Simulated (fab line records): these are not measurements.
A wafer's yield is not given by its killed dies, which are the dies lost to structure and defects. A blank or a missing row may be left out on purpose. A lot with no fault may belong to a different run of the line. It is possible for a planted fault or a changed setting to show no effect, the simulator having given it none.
fab line records -- flow sky130 -- part 1 of 2: steps 1 to 30 of 39
record lots=5, wafers=15, last-day=49
route steps=708 shown GATE_OXIDE@193 POLY_GATE@204 RES_PROTECT@206
lots with no fault: from the same line, run without faults
start-h: hours from the record's first day to the start of the lot's first wafer shown -- wait-h: time in hours since the lot's previous step -- " the same as in the row above -- L1.1+2: a single row standing in for several wafers -- - no value, or no start was given -- * or withheld: withheld -- < > ~ a bound
route shown NAME@n: names a module that has steps shown in the file, with the first one's number in the route -- usual: mean and standard deviation over wafers with no fault -- same: alike in all rows -- chamber/n: place in a boat -- sites: each site's reading -- _std_site: how widely they spread, as a standard deviation -- _edge_site: outer sites' mean less inner sites' -- radius-mm: for every site, how far away it sits from the centre of the wafer -- mask NAME#n: copy n -- behind: the most recent tool/chamber to have shaped the wafer -- hold: why the lot was held/for how many hours/how that ended -- device: which transistor (n, p or np) failed to switch -- end of line: at the end of the route, the tests of the same wafers -- a step without rows: its recipe alone -- killed: dies lost to structure and defects at the first sort, not the wafer's yield -- map: shows each die of a wafer: x if killed, . if not, _ if none is there
set.NAME: the setting as run; set.NAME@STEP: as run at that earlier step -- model.NAME: the simulator's own value behind a step, which no gauge read
lots at selected steps of the route; one table per step, one row per wafer
services: from which hour (start-h, from the record's first day; less than 0 if before it) a tool's chamber was out of use, for how many hours, and why
## steps
# step SKY_GATE_OXIDE_SOFTBAKE_06
# recipe temp-c=90, time-s=60, resist=NOVOLAK
lot.wafer,tool,chamber,start-h,wait-h
L075.1+2+4,litho-track-02,0,296.69,0.1
L077.1+3+5,litho-track-01,0,319.35,0.1
L081.1+4+6,litho-track-02,0,359.69,0.1
L089.1+2+3,litho-track-01,0,424.75,0.1
L095.3+4+6,litho-track-02,0,470.29,0.1
# step SKY_GATE_OXIDE_EXPOSE_07
# recipe mask-id=LVOM, na=0.6, source-shape=conventional, sigma-outer=0.6, polarization=unpolarized, target-cd-nm=600, dose-mj=170
# usual focus-offset-nm=0.0/0.51, reticle-temp-C=23.00/0.097
# same na=0.6
lot.wafer,tool,chamber,start-h,wait-h,mask,focus-offset-nm,reticle-temp-C
L075.1,iline-stepper-02,0,-,-,LVOM#0,-0.3,22.94
L075.2,iline-stepper-02,0,-,-,LVOM#0,-0.1,22.93
L075.4,iline-stepper-02,0,-,-,LVOM#0,0.5,23.04
L077.1,iline-stepper-01,0,-,-,LVOM#0,-0.6,23.05
L077.3,iline-stepper-01,0,-,-,LVOM#0,0.3,22.98
L077.5,iline-stepper-01,0,-,-,LVOM#0,-0.6,23.10
L081.1,iline-stepper-01,0,-,-,LVOM#0,-0.6,23.11
L081.4,iline-stepper-01,0,-,-,LVOM#0,-0.3,23.09
L081.6,iline-stepper-01,0,-,-,LVOM#0,0.4,23.05
L089.1,iline-stepper-01,0,-,-,LVOM#0,0.9,22.89
L089.2,iline-stepper-01,0,-,-,LVOM#0,0.4,22.98
L089.3,iline-stepper-01,0,-,-,LVOM#0,0.7,23.04
L095.3,iline-stepper-02,0,-,-,LVOM#0,0.3,22.92
L095.4,iline-stepper-02,0,-,-,LVOM#0,0.6,22.75
L095.6,iline-stepper-02,0,-,-,LVOM#0,0.5,23.04
# step SKY_GATE_OXIDE_PEB_08
# recipe temp-c=withheld, time-s=*, resist=NOVOLAK
lot.wafer,tool,chamber,start-h,wait-h
L075.1+2+4,litho-track-01,0,-,-
L077.1+3+5,litho-track-02,0,-,-
L081.1+4+6,litho-track-01,0,-,-
L089.1+2+3,litho-track-01,0,-,-
L095.3+4+6,litho-track-01,0,-,-
# step SKY_GATE_OXIDE_DEVELOP_09
# recipe resist=NOVOLAK, developer=TMAH, develop-time-s=60, dev-temp-c=23
lot.wafer,tool,chamber,start-h,wait-h
L075.1+2+4,litho-track-01,0,309.35,0.1
L077.1+3+5,litho-track-02,0,332.39,0.1
L081.1+4+6,litho-track-01,0,373.85,0.1
L089.1+2+3,litho-track-01,0,440.39,0.1
L095.3+4+6,litho-track-01,0,485.29,0.1
# step SKY_GATE_OXIDE_OVL_MEAS_10
# usual GATE_OXIDE_OVL=1.2/1.5
lot.wafer,tool,chamber,start-h,wait-h,GATE_OXIDE_OVL[nm]
L075.1,overlay-02,-,309.50,0.1,0.8
L075.2,overlay-02,-,309.50,0.1,0.3
L075.4,overlay-02,-,309.50,0.1,-0.4
L077.1,overlay-02,-,332.54,0.1,1.5
L077.3,overlay-02,-,332.54,0.1,-0.6
L077.5,overlay-02,-,332.54,0.1,1.2
L081.1,overlay-02,-,374.00,0.1,1.1
L081.4,overlay-02,-,374.00,0.1,-0.3
L081.6,overlay-02,-,374.00,0.1,0.0
L089.1,overlay-01,-,440.54,0.1,1.7
L089.2,overlay-01,-,440.54,0.1,3.7
L089.3,overlay-01,-,440.54,0.1,2.6
L095.3,overlay-01,-,485.41,0.1,0.0
L095.4,overlay-01,-,485.41,0.1,0.3
L095.6,overlay-01,-,485.41,0.1,-0.6
# step SKY_GATE_OXIDE_IMPLANT_11
# recipe species=B, energy-kev=10, dose-cm2=2.6e+12, tilt-deg=withheld
# usual beam-energy-keV=9.999/0.0033
lot.wafer,tool,chamber,start-h,wait-h,beam-energy-keV
L075.1,implanter-03,0,309.53,0.0,9.998
L075.2,implanter-03,0,309.53,0.0,10.002
L075.4,implanter-03,0,309.53,0.0,10.012
L077.1,implanter-01,0,332.58,0.0,9.998
L077.3,implanter-01,0,332.58,0.0,9.999
L077.5,implanter-01,0,332.58,0.0,10.002
L081.1,implanter-02,0,374.03,0.0,9.999
L081.4,implanter-02,0,374.03,0.0,10.001
L081.6,implanter-02,0,374.03,0.0,9.998
L089.1,implanter-02,0,440.58,0.0,10.001
L089.2,implanter-02,0,440.58,0.0,10.002
L089.3,implanter-02,0,440.58,0.0,9.994
L095.3,implanter-01,0,485.48,0.1,9.998
L095.4,implanter-01,0,485.48,0.1,9.997
L095.6,implanter-01,0,485.48,0.1,10.001
# step SKY_GATE_OXIDE_WET_ETCH_12
# recipe chemistry=dHF, target-depth-nm=16.8, dry=n2-spin, target=SiO2, dilution=100:1, temp-c=25, time-s=336
lot.wafer,tool,chamber,start-h,wait-h
L075.1+2+4,wet-bench-04,0,309.68,0.1
L077.1+3+5,wet-bench-04,1,332.73,0.1
L081.1+4+6,wet-bench-02,3,374.18,0.1
L089.1+2+3,wet-bench-04,3,440.73,0.1
L095.3+4+6,wet-bench-03,1,485.58,0.1
# step SKY_GATE_OXIDE_STRIP_13
# recipe chemistry=O2/N2, power-w=1400, pressure-mtorr=1500, platen-temp-c=withheld, o2-flow-sccm=3000, n2-flow-sccm=300, overash-fraction=0.5
# usual drypump-motor-current-A=5.8/0.51, o2-flow-sccm=3001/9, oes-product-au=0.715/0.0049, strip-time-to-endpoint-s=14.18/0.035
lot.wafer,tool,chamber,start-h,wait-h,drypump-motor-current-A,o2-flow-sccm,oes-product-au,rf-hours-counter-h,strip-time-to-endpoint-s
L075.1,plasma-asher-04,0,309.79,0.0,5.3,2996,0.716,63,14.21
L075.2,plasma-asher-04,1,309.79,0.0,6.3,3006,0.714,63,14.18
L075.4,plasma-asher-04,1,309.79,0.0,6.3,3009,0.724,-,14.17
L077.1,plasma-asher-01,1,332.83,0.0,6.4,2985,0.715,61,14.15
L077.3,plasma-asher-01,0,332.83,0.0,5.6,3004,0.718,-,14.13
L077.5,plasma-asher-01,1,332.83,0.0,6.4,2999,0.720,-,14.21
L081.1,plasma-asher-01,1,374.28,0.0,6.4,2999,0.716,65,14.21
L081.4,plasma-asher-01,0,374.28,0.0,5.6,3005,0.706,-,14.27
L081.6,plasma-asher-01,1,374.28,0.0,6.5,3004,0.710,-,14.26
L089.1,plasma-asher-03,0,440.85,0.0,5.0,2995,0.721,30,14.22
L089.2,plasma-asher-03,1,440.85,0.0,6.0,2999,0.713,30,14.21
L089.3,plasma-asher-03,0,440.85,0.0,5.0,2999,0.714,-,14.18
L095.3,plasma-asher-03,0,485.72,0.0,5.0,3020,0.719,-,14.21
L095.4,plasma-asher-03,1,485.72,0.0,6.0,3003,0.720,-,14.24
L095.6,plasma-asher-03,0,485.72,0.0,4.9,2999,0.717,-,14.16
# step SKY_GATE_OXIDE_TW_MEAS_14
# usual GATE_OXIDE_TW=223.4/2.3
lot.wafer,tool,chamber,start-h,wait-h,GATE_OXIDE_TW
L075.1,film-metro-02,-,309.89,0.1,220.8
L075.2,film-metro-02,-,309.89,0.1,221.2
L075.4,film-metro-02,-,309.89,0.1,221.5
L077.1,film-metro-03,-,332.93,0.1,223.0
L077.3,film-metro-03,-,332.93,0.1,224.3
L077.5,film-metro-03,-,332.93,0.1,223.5
L081.1,film-metro-01,-,374.38,0.1,225.3
L081.4,film-metro-01,-,374.38,0.1,226.2
L081.6,film-metro-01,-,374.38,0.1,225.5
L089.1,film-metro-02,-,440.95,0.1,221.2
L089.2,film-metro-02,-,440.95,0.1,219.9
L089.3,film-metro-02,-,440.95,0.1,219.8
L095.3,film-metro-01,-,485.81,0.1,226.0
L095.4,film-metro-01,-,485.81,0.1,225.9
L095.6,film-metro-01,-,485.81,0.1,224.2
# step SKY_GATE_OXIDE_CLEAN_15
# recipe chemistry=SC1/SC2, mix=1:4:20, temp-c=70, time-s=150, dry=n2-spin
lot.wafer,tool,chamber,start-h,wait-h
L075.1+2+4,wet-bench-02,2,309.95,0.1
L077.1+3+5,wet-bench-02,1,332.99,0.1
L081.1+4+6,wet-bench-03,2,374.44,0.1
L089.1+2+3,wet-bench-03,0,441.01,0.1
L095.3+4+6,wet-bench-02,0,485.85,0.0
# step SKY_GATE_OXIDE_OXIDATION_16
# recipe temp-c=800, ambient=O2, idle-temp-c=700, ramp-up-c-per-min=10, ramp-down-c-per-min=3, stabilise-s=600, purge-s=300, target-thk-a=35.7, ox-time-s=1915
# usual ox-temp-c=800.0/0.36, ox-temp-c-max=804.0/0.91, ramp-up-c-per-min=10.000/0.0018, spike-tc-top-C=808/3.8, tube-center-temp-C=800.01/0.074, zone-power-top-pct=25.8/0.78
lot.wafer,tool,chamber,start-h,wait-h,ox-temp-c,ox-temp-c-max,ramp-up-c-per-min,spike-tc-top-C,tube-center-temp-C,zone-power-top-pct
L075.1,furnace-01,0,310.01,0.0,799.9,806.3,10.003,803,800.08,25.1
L075.2,furnace-01,0,310.01,0.0,799.9,804.2,9.9992,805,800.03,24.9
L075.4,furnace-01,0,310.01,0.0,800.1,804.0,10.000,803,800.05,24.7
L077.1,furnace-02,0,333.52,0.5,799.4,803.7,10.000,809,799.89,26.4
L077.3,furnace-02,0,333.52,0.5,799.6,802.9,9.9992,810,800.09,26.4
L077.5,furnace-02,0,333.52,0.5,799.9,803.0,9.9996,812,800.04,26.0
L081.1,furnace-02,0,375.18,0.7,799.7,802.7,10.003,813,800.04,26.8
L081.4,furnace-02,0,375.18,0.7,800.2,803.5,9.9990,813,799.87,26.6
L081.6,furnace-02,0,375.18,0.7,800.0,803.4,9.9981,812,800,27.0
L089.1,furnace-01,0,443.49,2.4,799.7,803.1,10.002,804,799.93,25.1
L089.2,furnace-01,0,443.49,2.4,800.7,805.0,9.9999,803,800.03,24.7
L089.3,furnace-01,0,443.49,2.4,800.7,804.5,10.001,805,799.98,25.2
L095.3,furnace-02,0,485.95,0.0,800.3,803.1,9.9991,810,799.88,26.4
L095.4,furnace-02,0,485.95,0.0,800.1,802.6,9.9988,811,799.93,26.3
L095.6,furnace-02,0,485.95,0.0,800.2,803.2,9.9999,813,799.9,26.7
# step SKY_POLY_GATE_CVD_00
# recipe material=poly-Si, target-thk-nm=180, temp-c=620, time-s=720, pressure-mtorr=200
# usual spike-tc-top-C=640.0/1.8, zone-power-top-pct=19.2/2.8
lot.wafer,tool,chamber,start-h,wait-h,spike-tc-top-C,zone-power-top-pct
L075.1,lpcvd-01,1,311.54,0.0,640.8,17.0
L075.2,lpcvd-01,1,311.54,0.0,640.1,17.1
L075.4,lpcvd-01,1,311.54,0.0,641.8,16.9
L077.1,lpcvd-01,0,335.05,0.0,638.7,22.6
L077.3,lpcvd-01,0,335.05,0.0,639.0,22.5
L077.5,lpcvd-01,0,335.05,0.0,639.4,22.4
L081.1,lpcvd-01,0,376.71,0.0,637.7,22.5
L081.4,lpcvd-01,0,376.71,0.0,638.1,22.5
L081.6,lpcvd-01,0,376.71,0.0,637.1,22.3
L089.1,lpcvd-01,1,445.02,0.0,641.3,16.7
L089.2,lpcvd-01,1,445.02,0.0,641.3,17.0
L089.3,lpcvd-01,1,445.02,0.0,642.7,17.3
L095.3,lpcvd-01,1,488.43,0.9,642.8,16.9
L095.4,lpcvd-01,1,488.43,0.9,642.1,16.7
L095.6,lpcvd-01,1,488.43,0.9,639.8,16.6
# step SKY_POLY_GATE_THK_MEAS_01
# recipe reads=poly-Si_of_POLY_GATE_CVD_00
# usual POLY_GATE_CVD_00_THK=178.9/1.4
lot.wafer,tool,chamber,start-h,wait-h,POLY_GATE_CVD_00_THK[nm]
L075.1,film-metro-04,-,312.74,0.0,178.7
L075.2,film-metro-04,-,312.74,0.0,178.9
L075.4,film-metro-04,-,312.74,0.0,178.6
L077.1,film-metro-04,-,336.25,0.0,182.1
L077.3,film-metro-04,-,336.25,0.0,181.7
L077.5,film-metro-04,-,336.25,0.0,182.7
L081.1,film-metro-04,-,377.91,0.0,177.6
L081.4,film-metro-04,-,377.91,0.0,177.1
L081.6,film-metro-04,-,377.91,0.0,176.8
L089.1,film-metro-04,-,446.22,0.0,177.7
L089.2,film-metro-04,-,446.22,0.0,178.6
L089.3,film-metro-04,-,446.22,0.0,178.0
L095.3,film-metro-04,-,489.65,0.0,176.2
L095.4,film-metro-04,-,489.65,0.0,177.3
L095.6,film-metro-04,-,489.65,0.0,178.8
# step SKY_RES_PROTECT_DEHYDRATE_00
# recipe temp-c=200, time-s=60
lot.wafer,tool,chamber,start-h,wait-h
L075.1+2+4,litho-track-01,0,325.15,12.4
L077.1+3+5,litho-track-03,0,349.12,12.9
L081.1+4+6,litho-track-04,0,391.79,13.9
L089.1+2+3,litho-track-03,0,460.77,14.5
L095.3+4+6,litho-track-01,0,504.89,15.2
# step SKY_RES_PROTECT_HMDS_01
# recipe prime-time-s=60, prime-temp-c=120
lot.wafer,tool,chamber,start-h,wait-h
L075.1+2+4,litho-track-01,0,325.30,0.1
L077.1+3+5,litho-track-03,0,349.27,0.1
L081.1+4+6,litho-track-04,0,391.94,0.1
L089.1+2+3,litho-track-03,0,460.92,0.1
L095.3+4+6,litho-track-01,0,505.04,0.1
# step SKY_RES_PROTECT_COAT_02
# recipe resist=NOVOLAK, spin-rpm=3000, resist-thk-nm=1140
lot.wafer,tool,chamber,start-h,wait-h
L075.1+2+4,litho-track-01,0,325.45,0.1
L077.1+3+5,litho-track-03,0,349.42,0.1
L081.1+4+6,litho-track-04,0,392.09,0.1
L089.1+2+3,litho-track-03,0,461.07,0.1
L095.3+4+6,litho-track-01,0,505.19,0.1
# step SKY_RES_PROTECT_SOFTBAKE_03
# recipe temp-c=90, time-s=60, resist=NOVOLAK
lot.wafer,tool,chamber,start-h,wait-h
L075.1+2+4,litho-track-01,0,325.60,0.1
L077.1+3+5,litho-track-03,0,349.57,0.1
L081.1+4+6,litho-track-04,0,392.24,0.1
L089.1+2+3,litho-track-03,0,461.22,0.1
L095.3+4+6,litho-track-01,0,505.34,0.1
# step SKY_RES_PROTECT_EXPOSE_04
# recipe mask-id=RPM, na=0.6, source-shape=conventional, sigma-outer=0.6, polarization=unpolarized, target-cd-nm=1270, dose-mj=131
# usual focus-offset-nm=0.0/0.54, reticle-temp-C=23.01/0.11
# same na=0.6
lot.wafer,tool,chamber,start-h,wait-h,mask,focus-offset-nm,reticle-temp-C
L075.1,iline-stepper-01,0,-,-,RPM#0,0.7,22.90
L075.2,iline-stepper-01,0,-,-,RPM#0,0.3,23.00
L075.4,iline-stepper-01,0,-,-,RPM#0,-0.1,22.92
L077.1,iline-stepper-01,0,-,-,RPM#0,-0.2,23.04
L077.3,iline-stepper-01,0,-,-,RPM#0,-0.4,22.78
L077.5,iline-stepper-01,0,-,-,RPM#0,-0.7,22.95
L081.1,iline-stepper-02,0,-,-,RPM#0,0.1,23.03
L081.4,iline-stepper-02,0,-,-,RPM#0,-0.6,22.98
L081.6,iline-stepper-02,0,-,-,RPM#0,-0.7,23.02
L089.1,iline-stepper-01,0,-,-,RPM#0,0.0,23.02
L089.2,iline-stepper-01,0,-,-,RPM#0,0.5,23.17
L089.3,iline-stepper-01,0,-,-,RPM#0,0.7,23.06
L095.3,iline-stepper-02,0,-,-,RPM#0,0.5,23.02
L095.4,iline-stepper-02,0,-,-,RPM#0,0.7,22.90
L095.6,iline-stepper-02,0,-,-,RPM#0,-1.2,23.11
# step SKY_RES_PROTECT_PEB_05
# recipe temp-c=withheld, time-s=*, resist=NOVOLAK
lot.wafer,tool,chamber,start-h,wait-h
L075.1+2+4,litho-track-03,0,-,-
L077.1+3+5,litho-track-01,0,-,-
L081.1+4+6,litho-track-04,0,-,-
L089.1+2+3,litho-track-03,0,-,-
L095.3+4+6,litho-track-01,0,-,-
# step SKY_RES_PROTECT_DEVELOP_06
# recipe resist=NOVOLAK, developer=TMAH, develop-time-s=60, dev-temp-c=23
lot.wafer,tool,chamber,start-h,wait-h
L075.1+2+4,litho-track-03,0,338.72,0.1
L077.1+3+5,litho-track-01,0,363.25,0.1
L081.1+4+6,litho-track-04,0,407.24,0.1
L089.1+2+3,litho-track-03,0,476.32,0.1
L095.3+4+6,litho-track-01,0,520.14,0.1
# step SKY_POLY_GATE_IMPLANT_02
# recipe species=P, energy-kev=30, dose-cm2=7.7e+15, tilt-deg=0
# usual beam-energy-keV=29.997/0.0096
lot.wafer,tool,chamber,start-h,wait-h,beam-energy-keV
L075.1,implanter-02,0,338.87,0.1,30.018
L075.2,implanter-02,0,338.87,0.1,30.025
L075.4,implanter-02,0,338.87,0.1,30.000
L077.1,implanter-04,0,363.40,0.1,29.994
L077.3,implanter-04,0,363.40,0.1,29.986
L077.5,implanter-04,0,363.40,0.1,29.998
L081.1,implanter-03,0,407.39,0.1,29.990
L081.4,implanter-03,0,407.39,0.1,29.989
L081.6,implanter-03,0,407.39,0.1,29.999
L089.1,implanter-03,0,476.47,0.1,29.981
L089.2,implanter-03,0,476.47,0.1,29.983
L089.3,implanter-03,0,476.47,0.1,30.005
L095.3,implanter-03,0,520.29,0.1,29.979
L095.4,implanter-03,0,520.29,0.1,29.983
L095.6,implanter-03,0,520.29,0.1,29.988
# step SKY_RES_PROTECT_STRIP_07
# recipe chemistry=O2/N2, power-w=1400, pressure-mtorr=1500, platen-temp-c=withheld, o2-flow-sccm=3000, n2-flow-sccm=300, overash-fraction=0.5
# usual drypump-motor-current-A=5.9/0.5, o2-flow-sccm=3002/8.9, oes-product-au=0.518/0.0046, strip-time-to-endpoint-s=23.30/0.043
lot.wafer,tool,chamber,start-h,wait-h,drypump-motor-current-A,o2-flow-sccm,oes-product-au,rf-hours-counter-h,strip-time-to-endpoint-s
L075.1,plasma-asher-02,0,339.02,0.1,5.3,2998,0.522,54,23.32
L075.2,plasma-asher-02,1,339.02,0.1,6.6,2996,0.508,54,23.31
L075.4,plasma-asher-02,1,339.02,0.1,6.6,3011,0.512,-,23.29
L077.1,plasma-asher-02,1,363.55,0.1,6.6,3011,0.519,57,23.22
L077.3,plasma-asher-02,0,363.55,0.1,5.3,3010,0.514,-,23.26
L077.5,plasma-asher-02,1,363.55,0.1,6.5,3004,0.511,-,23.24
L081.1,plasma-asher-02,0,407.54,0.1,5.3,3000,0.524,61,23.34
L081.4,plasma-asher-02,1,407.54,0.1,6.6,3002,0.521,-,23.32
L081.6,plasma-asher-02,1,407.54,0.1,6.6,3011,0.514,-,23.32
L089.1,plasma-asher-01,1,476.62,0.1,6.4,2999,0.522,5,23.32
L089.2,plasma-asher-01,0,476.62,0.1,5.6,3001,0.517,5,23.31
L089.3,plasma-asher-01,0,476.62,0.1,5.6,3013,0.520,-,23.34
L095.3,plasma-asher-01,0,520.43,0.1,5.6,2996,0.522,-,23.31
L095.4,plasma-asher-01,1,520.43,0.1,6.4,3007,0.510,-,23.27
L095.6,plasma-asher-01,0,520.43,0.1,5.6,2995,0.519,-,23.28
# step SKY_RES_PROTECT_TW_MEAS_08
# usual POLY_GATE_TW=4049/24
lot.wafer,tool,chamber,start-h,wait-h,POLY_GATE_TW
L075.1,film-metro-04,-,339.12,0.1,4041
L075.2,film-metro-04,-,339.12,0.1,4047
L075.4,film-metro-04,-,339.12,0.1,4033
L077.1,film-metro-01,-,363.65,0.1,4062
L077.3,film-metro-01,-,363.65,0.1,4065
L077.5,film-metro-01,-,363.65,0.1,4046
L081.1,film-metro-03,-,407.64,0.1,4032
L081.4,film-metro-03,-,407.64,0.1,4029
L081.6,film-metro-03,-,407.64,0.1,4019
L089.1,film-metro-03,-,476.72,0.1,4041
L089.2,film-metro-03,-,476.72,0.1,4063
L089.3,film-metro-03,-,476.72,0.1,4089
L095.3,film-metro-04,-,520.51,0.1,4038
L095.4,film-metro-04,-,520.51,0.1,4074
L095.6,film-metro-04,-,520.51,0.1,4043
# step SKY_RES_PROTECT_CLEAN_09
# recipe chemistry=SC1/SC2, mix=1:4:20, temp-c=70, time-s=150, dry=n2-spin
lot.wafer,tool,chamber,start-h,wait-h
L075.1+2+4,wet-bench-01,2,339.18,0.1
L077.1+3+5,wet-bench-04,3,363.71,0.1
L081.1+4+6,wet-bench-01,0,407.70,0.1
L089.1+2+3,wet-bench-02,2,476.78,0.1
L095.3+4+6,wet-bench-04,3,520.55,0.0
# step SKY_POLY_GATE_CVD_03
# recipe material=Si3N4, precursor=DCS/NH3, target-thk-nm=75, temp-c=770, time-s=1290, pressure-mtorr=250
# usual spike-tc-top-C=785.5/1, zone-power-top-pct=24.3/0.58
lot.wafer,tool,chamber,start-h,wait-h,spike-tc-top-C,zone-power-top-pct
L075.1,lpcvd-02,0,339.23,0.0,785.9,23.9
L075.2,lpcvd-02,0,339.23,0.0,785.0,23.7
L075.4,lpcvd-02,0,339.23,0.0,784.6,23.9
L077.1,lpcvd-02,1,363.81,0.0,787.0,24.6
L077.3,lpcvd-02,1,363.81,0.0,786.2,24.9
L077.5,lpcvd-02,1,363.81,0.0,785.3,24.6
L081.1,lpcvd-02,1,408.49,0.7,786.1,25.1
L081.4,lpcvd-02,1,408.49,0.7,785.8,25.0
L081.6,lpcvd-02,1,408.49,0.7,785.8,25.1
L089.1,lpcvd-02,1,478.06,1.1,785.9,25.2
L089.2,lpcvd-02,1,478.06,1.1,787.7,24.8
L089.3,lpcvd-02,1,478.06,1.1,785.4,25.1
L095.3,lpcvd-02,0,521.06,0.5,784.7,23.8
L095.4,lpcvd-02,0,521.06,0.5,783.2,24.4
L095.6,lpcvd-02,0,521.06,0.5,785.1,23.8
# step SKY_POLY_GATE_THK_MEAS_04
# recipe reads=Si3N4_of_POLY_GATE_CVD_03
# usual POLY_GATE_CVD_03_THK=74.8/0.68
lot.wafer,tool,chamber,start-h,wait-h,POLY_GATE_CVD_03_THK[nm]
L075.1,film-metro-02,-,340.59,0.0,74.5
L075.2,film-metro-02,-,340.59,0.0,73.7
L075.4,film-metro-02,-,340.59,0.0,73.5
L077.1,film-metro-04,-,365.16,0.0,74.8
L077.3,film-metro-04,-,365.16,0.0,74.4
L077.5,film-metro-04,-,365.16,0.0,74.4
L081.1,film-metro-02,-,409.85,0.0,74.7
L081.4,film-metro-02,-,409.85,0.0,74.7
L081.6,film-metro-02,-,409.85,0.0,74.2
L089.1,film-metro-01,-,479.41,0.0,75.4
L089.2,film-metro-01,-,479.41,0.0,74.9
L089.3,film-metro-01,-,479.41,0.0,75.6
L095.3,film-metro-01,-,522.43,0.0,75.5
L095.4,film-metro-01,-,522.43,0.0,75.3
L095.6,film-metro-01,-,522.43,0.0,74.8
# step SKY_POLY_GATE_DEHYDRATE_05
# recipe temp-c=200, time-s=60
lot.wafer,tool,chamber,start-h,wait-h
L075.1+2+4,litho-track-04,0,354.24,13.6
L077.1+3+5,litho-track-02,0,378.74,13.6
L081.1+4+6,litho-track-04,0,424.34,14.5
L089.1+2+3,litho-track-04,0,493.74,14.3
L095.3+4+6,litho-track-02,0,536.89,14.4
# step SKY_POLY_GATE_HMDS_06
# recipe prime-time-s=60, prime-temp-c=120
lot.wafer,tool,chamber,start-h,wait-h
L075.1+2+4,litho-track-04,0,354.39,0.1
L077.1+3+5,litho-track-02,0,378.89,0.1
L081.1+4+6,litho-track-04,0,424.49,0.1
L089.1+2+3,litho-track-04,0,493.89,0.1
L095.3+4+6,litho-track-02,0,537.04,0.1
# step SKY_POLY_GATE_COAT_07
# recipe resist=BARC, temp-c=withheld, time-s=withheld, spin-rpm=3000, resist-thk-nm=110
lot.wafer,tool,chamber,start-h,wait-h
L075.1+2+4,litho-track-04,0,354.54,0.1
L077.1+3+5,litho-track-02,0,379.04,0.1
L081.1+4+6,litho-track-04,0,424.64,0.1
L089.1+2+3,litho-track-04,0,494.04,0.1
L095.3+4+6,litho-track-02,0,537.19,0.1
# step SKY_POLY_GATE_COAT_08
# recipe resist=KrF-thick, spin-rpm=3000, resist-thk-nm=450
lot.wafer,tool,chamber,start-h,wait-h
L075.1+2+4,litho-track-04,0,-,-
L077.1+3+5,litho-track-02,0,-,-
L081.1+4+6,litho-track-04,0,-,-
L089.1+2+3,litho-track-04,0,-,-
L095.3+4+6,litho-track-02,0,-,-
